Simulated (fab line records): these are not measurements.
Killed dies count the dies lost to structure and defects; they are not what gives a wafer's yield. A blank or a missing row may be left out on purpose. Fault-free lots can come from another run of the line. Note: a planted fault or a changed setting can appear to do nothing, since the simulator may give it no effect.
The tool behind it: which one? + flow sky130 + 6 lots, 18 wafers sampled, at 5 steps of a route of 708

## WHAT EACH GAUGE READ, for each wafer
SKY_METAL1_RS_MEAS_05: measures by four-point-probe.
| lot  | measured     | on            | METAL1_ALCU_RS (ohm/sq) |
|------|--------------|---------------|-------------------------|
| L690 | day 32 04:40 | film metro-01 | 0.1252 0.1252 0.1256    |
| L692 | day 33 01:14 | film metro-01 | 0.1261 0.1268 0.1263    |
| L697 | day 34 08:55 | film metro-01 | 0.1257 0.1268 0.1270    |
| L702 | day 35 20:10 | film metro-01 | 0.1298 0.1288 0.1282    |
| L708 | day 37 19:38 | film metro-01 | 0.1272 0.1287 0.1265    |
| L709 | day 38 08:26 | film metro-01 | 0.1268 0.1267 0.1288    |

## WHAT TOOL EACH LOT RAN ON (gives the tool, then ch and the chambers of the sampled wafers, and finally the start)
| lot  | SKY_LI_CONTACT_CVD_21         | SKY_CONTACT_CMP_04            | SKY_CONTACT_COAT_08               | SKY_CONTACT_ETCH_16                |
|------|-------------------------------|-------------------------------|-----------------------------------|------------------------------------|
| L690 | cvd w-02 ch 0,1, day 29 18:01 | cmp-01 ch 0,2,3, day 30 23:50 | litho track-01 ch 0, day 31 12:49 | rie diel-04 ch 0,2,3, day 32 03:09 |
| L692 | cvd w-01 ch 0,1, day 30 15:55 | cmp-01 ch 1,2, day 31 20:41   | litho track-01 ch 0, day 32 10:23 | rie diel-04 ch 1,3, day 32 23:40   |
| L697 | cvd w-02 ch 0,1, day 31 23:51 | cmp-02 ch 0,3, day 33 04:23   | litho track-02 ch 0, day 33 18:07 | rie diel-04 ch 2,3, day 34 06:55   |
| L702 | cvd w-02 ch 0,1, day 33 10:10 | cmp-02 ch 0,2, day 34 15:20   | litho track-01 ch 0, day 35 05:14 | rie diel-01 ch 1,2,3, day 35 18:34 |
| L708 | cvd w-01 ch 0,1, day 35 11:43 | cmp-01 ch 0,1,2, day 36 16:07 | litho track-01 ch 0, day 37 04:52 | rie diel-04 ch 0,1,3, day 37 18:03 |
| L709 | cvd w-02 ch 0,1, day 36 02:03 | cmp-01 ch 0,3, day 37 04:50   | litho track-01 ch 0, day 37 17:46 | rie diel-01 ch 0,1,2, day 38 06:52 |
- SKY_LI_CONTACT_CVD_21: deposits W, target thk 400 nm, time 120.56 s.
- SKY_CONTACT_CMP_04: polishes SiO2.
- SKY_CONTACT_COAT_08: resist thk 60 nm.
- SKY_CONTACT_ETCH_16: etches BARC in N2/H2, stops on SiO2, time 45.9 s, target depth 60 nm.

## THE ANSWER, worked out from the rows above alone
Rule: the usual values come from the lots themselves. Put in order of their means at a reading, lots are off if they are a third of the lots or fewer, leave a main group of 4 or more, and stand apart from it by a gap of 3 or more times the standard deviation of the main group's means; of several such gaps the widest counts. A main group whose means are all the same, to the digits that the tables above print for the reading, isn't used. Also off: a lot with no number at a reading for which 4 or more lots have one. Where the step has rows for the other lots, those lots are counted as sound.
None of the lots is off at any reading shown; this tells nothing.

## WHAT THE SIMULATOR PUT IN
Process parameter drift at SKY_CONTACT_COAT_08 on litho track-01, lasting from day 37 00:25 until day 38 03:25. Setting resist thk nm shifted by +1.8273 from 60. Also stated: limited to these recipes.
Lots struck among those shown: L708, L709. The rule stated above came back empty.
